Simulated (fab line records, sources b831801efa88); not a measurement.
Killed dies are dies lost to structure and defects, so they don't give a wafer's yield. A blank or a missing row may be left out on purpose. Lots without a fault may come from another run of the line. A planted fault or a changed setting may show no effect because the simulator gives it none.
Which tool did it? | flow sky130 | 11 lots, 33 wafers sampled, at 5 steps of a route of 708

WHAT THE GAUGES READ, wafer by wafer
SKY_VT_ADJUST_LVTN_OVL_MEAS_18. Usual: VT_ADJUST_LVTN_01_OVL -0.2 nm, standard deviation 1.4.
lot  | measured     | on         | VT_ADJUST_LVTN_01_OVL (nm) | flag
L678 | day 9 09:09  | overlay-01 | 1.3 0.2 2.2                |
L680 | day 9 22:58  | overlay-01 | -0.4 -0.8 1.0              |
L681 | day 10 00:10 | overlay-01 | -1.7 -0.5 0.3              |
L683 | day 10 15:26 | overlay-01 | -2.3 -1.3 -2.1             |
L684 | day 11 02:34 | overlay-01 | 0.4 -1.8 -1.5              |
L685 | day 11 07:57 | overlay-02 | -2.0 -0.9 -0.7             |
L686 | day 12 00:49 | overlay-01 | -0.3 -0.7 0.6              |
L689 | day 12 11:49 | overlay-02 | -3.5 -1.1 -1.3             |
L690 | day 12 16:59 | overlay-02 | 0.0 0.3 1.1                |
L694 | day 13 23:53 | overlay-02 | 1.8 0.5 1.3                |
L695 | day 14 05:45 | overlay-02 | 0.5 -0.9 1.3               |

SKY_SD_P_TW_MEAS_11. Usual: SD_P_TW 2819, standard deviation 12.
lot  | measured     | on            | SD_P_TW        | flag
L678 | day 27 14:58 | film_metro-01 | 2809 2821 2824 |
L680 | day 28 15:17 | film_metro-04 | 2820 2818 2822 |
L681 | day 28 13:49 | film_metro-03 | 2809 2820 2812 |
L683 | day 29 02:25 | film_metro-04 | 2819 2839 2831 |
L684 | day 29 13:23 | film_metro-04 | 2810 2836 2806 |
L685 | day 29 21:56 | film_metro-04 | 2839 2838 2825 |
L686 | day 30 11:56 | film_metro-04 | 2695 2702 2697 | OFF
L689 | day 31 03:35 | film_metro-03 | 2699 2707 2725 | OFF
L690 | day 31 14:53 | film_metro-04 | 2832 2837 2818 |
L694 | day 32 18:41 | film_metro-03 | 2808 2808 2806 |
L695 | day 32 20:59 | film_metro-03 | 2812 2796 2801 |

SKY_SD_N_RS_MEAS_17: measures by four-point-probe. Usual: SD_P_RS 147.1 ohm/sq, standard deviation 0.36.
lot  | measured     | on            | SD_P_RS (ohm/sq)  | flag
L678 | day 30 00:43 | film_metro-04 | 147.2 147.3 147.6 |
L680 | day 30 23:12 | film_metro-03 | 146.7 146.4 146.2 |
L681 | day 30 21:46 | film_metro-03 | 146.9 146.7 147.2 |
L683 | day 31 10:43 | film_metro-03 | 147.7 147.8 147.8 |
L684 | day 31 20:16 | film_metro-04 | 147.0 147.1 147.4 |
L685 | day 32 05:37 | film_metro-01 | 147.1 146.5 146.8 |
L686 | day 32 19:29 | film_metro-03 | 151.3 150.7 151.0 | OFF
L689 | day 33 09:40 | film_metro-01 | 150.8 151.0 150.8 | OFF
L690 | day 33 20:38 | film_metro-04 | 147.0 147.0 146.9 |
L694 | day 35 00:01 | film_metro-04 | 147.2 147.3 147.1 |
L695 | day 35 02:37 | film_metro-03 | 147.0 147.1 147.6 |

WHICH TOOL RAN EACH LOT (tool, then ch and the chambers of the sampled wafers, then the start)
lot  | SKY_SD_P_IMPLANT_09             | SKY_SD_P_STRIP_10
L678 | implanter-02 ch 0, day 27 14:43 | plasma_asher-02 ch 0,1, day 27 14:52
L680 | implanter-02 ch 0, day 28 15:02 | plasma_asher-04 ch 0,1, day 28 15:11
L681 | implanter-01 ch 0, day 28 13:34 | plasma_asher-03 ch 0,1, day 28 13:43
L683 | implanter-02 ch 0, day 29 02:11 | plasma_asher-02 ch 0,1, day 29 02:19
L684 | implanter-04 ch 0, day 29 13:10 | plasma_asher-04 ch 1, day 29 13:17
L685 | implanter-02 ch 0, day 29 21:41 | plasma_asher-04 ch 0,1, day 29 21:50
L686 | implanter-02 ch 0, day 30 11:43 | plasma_asher-03 ch 0,1, day 30 11:50
L689 | implanter-02 ch 0, day 31 03:22 | plasma_asher-04 ch 0,1, day 31 03:29
L690 | implanter-04 ch 0, day 31 14:38 | plasma_asher-03 ch 0,1, day 31 14:47
L694 | implanter-01 ch 0, day 32 18:28 | plasma_asher-04 ch 0,1, day 32 18:36
L695 | implanter-01 ch 0, day 32 20:44 | plasma_asher-03 ch 0,1, day 32 20:53
- SKY_SD_P_IMPLANT_09
- SKY_SD_P_STRIP_10: strips in O2/N2.

WHAT THE TOOLS THEMSELVES READ (means of the sampled wafers that have a number; where no wafer has one, the mark that the record gives instead)
SKY_SD_P_IMPLANT_09. Usual: beam_on_s 14.5 s, standard deviation 1.1; faraday_current_uA 11351, standard deviation 890.
lot  | tool         | beam_on_s (s) | faraday_current_uA | flag
L678 | implanter-02 | 14.8          | 11077              |
L680 | implanter-02 | 14.5          | 11326              |
L681 | implanter-01 | 12.5          | 13035              |
L683 | implanter-02 | 14.7          | 11196              |
L684 | implanter-04 | 16.0          | 10299              |
L685 | implanter-02 | 14.8          | 11148              |
L686 | implanter-02 | 11.9          | 13739              |
L689 | implanter-02 | 11.7          | 14077              | OFF
L690 | implanter-04 | 15.7          | 10444              |
L694 | implanter-01 | 12.7          | 12871              |
L695 | implanter-01 | 12.6          | 12936              |

SKY_SD_P_STRIP_10. Usual: drypump_motor_current_A 5.6 A, standard deviation 0.56; oes_product_au 0.617 a.u., standard deviation 0.0045; strip_time_to_endpoint_s 17.51 s, standard deviation 0.047.
lot  | tool            | drypump_motor_current_A (A) | oes_product_au (a.u.) | strip_time_to_endpoint_s (s) | flag
L678 | plasma_asher-02 | 5.4                         | 0.618                 | 17.48                        |
L680 | plasma_asher-04 | 5.7                         | 0.619                 | 17.53                        |
L681 | plasma_asher-03 | 5.8                         | 0.612                 | 17.49                        |
L683 | plasma_asher-02 | 5.3                         | 0.617                 | 17.51                        |
L684 | plasma_asher-04 | 5.8                         | 0.614                 | 17.54                        |
L685 | plasma_asher-04 | 5.7                         | 0.618                 | 17.55                        |
L686 | plasma_asher-03 | 5.8                         | 0.626                 | 17.06                        | OFF
L689 | plasma_asher-04 | 5.7                         | 0.630                 | 17.09                        | OFF
L690 | plasma_asher-03 | 5.3                         | 0.618                 | 17.45                        |
L694 | plasma_asher-04 | 5.6                         | 0.617                 | 17.47                        |
L695 | plasma_asher-03 | 5.3                         | 0.616                 | 17.48                        |

THE ANSWER, worked out from the rows above alone
Rule: a lot is off if the mean of its wafers that have a number lies more than 3 standard deviations from the usual mean. A lot without any number at a reading at which 4 lots or more have one is off too. The other lots that the step has rows for count as sound. The gauges are gone through in route order, then the tools' own readings, and for those a lot's mean is taken as printed above. The first step at which some lot is off is used, and at that step the reading that is off furthest; a lot without a number counts as furthest.
Off: L686, L689, at SKY_SD_P_TW_MEAS_11 (SD_P_TW).
A tool fits if, at a process step before that reading, it ran every lot that is off, and no sound lot after the first of them. The gauges at SKY_SD_P_TW_MEAS_11 aren't tried: what is off there is off at SKY_SD_P_STRIP_10 too, on other tools, and a gauge's error can't cause that. One fits: implanter-02 at SKY_SD_P_IMPLANT_09. Its last sound lot is L685 (day 29 21:41), its first lot that is off L686 (day 30 11:43): a fault that began between those two fits.

WHAT THE SIMULATOR HAD PUT IN
Process parameter drift: implanter-02, from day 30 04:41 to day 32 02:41, at SKY_SD_P_IMPLANT_09. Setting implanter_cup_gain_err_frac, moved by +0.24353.
Lots struck among those shown: L686, L689. The rule above found the same.
